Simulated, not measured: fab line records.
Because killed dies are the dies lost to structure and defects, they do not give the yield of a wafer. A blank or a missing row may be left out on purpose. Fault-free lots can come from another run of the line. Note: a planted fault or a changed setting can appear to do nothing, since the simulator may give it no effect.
Which of the tools did it?    flow gf180mcu    7 lots with 21 wafers sampled at 2 steps, on a route of 602 steps

== WHAT THE GAUGES READ, wafer by wafer ==
GF_M2_RS_MEAS_05: a four-point-probe measurement.
lot   measured      on             M2_ALCU_RS (ohm/sq)
L350  day 20 04:36  film_metro-02  0.0691 0.0697 0.0697
L354  day 21 09:21  film_metro-03  0.0700 0.0707 0.0702
L355  day 22 03:34  film_metro-03  0.0697 0.0695 0.0698
L361  day 23 19:01  film_metro-03  0.0702 0.0705 0.0696
L364  day 24 19:10  film_metro-02  0.0703 0.0709 0.0709
L366  day 25 10:40  film_metro-02  0.0695 0.0699 0.0699
L369  day 26 13:34  film_metro-03  0.0702 0.0701 0.0704

== TOOL THAT RAN EACH LOT (tool first, then ch and the chambers of the sampled wafers, then the start) ==
lot   GF_M2_SPUTTER_00
L350  pvd_sputter-04, day 20 04:22
L354  pvd_sputter-02, day 21 09:08
L355  pvd_sputter-02, day 22 03:20
L361  pvd_sputter-03, day 23 18:48
L364  pvd_sputter-04, day 24 18:57
L366  pvd_sputter-04, day 25 10:26
L369  pvd_sputter-04, day 26 13:21
- GF_M2_SPUTTER_00: material Ti, target thk 37.5 nm, time 150 s.

== THE ANSWER, worked out from the rows above alone ==
Rule: the usual values come from the lots themselves. The widest of any qualifying gaps counts: lots, ordered by their means at a reading, are off when they make up no more than a third of the lots, leave a main group of 4 or more, and stand apart from it by 3 or more times the standard deviation of that group's means. The tables above print the reading to a certain number of digits; a main group whose means all agree to those digits is not used. Also off: a lot with no number at a reading for which 4 or more lots have one. All remaining lots with rows at the step are treated as sound.
No lot is off on any of the readings shown, so nothing can be concluded from this.

== WHAT HAD BEEN PUT IN BY THE SIMULATOR ==
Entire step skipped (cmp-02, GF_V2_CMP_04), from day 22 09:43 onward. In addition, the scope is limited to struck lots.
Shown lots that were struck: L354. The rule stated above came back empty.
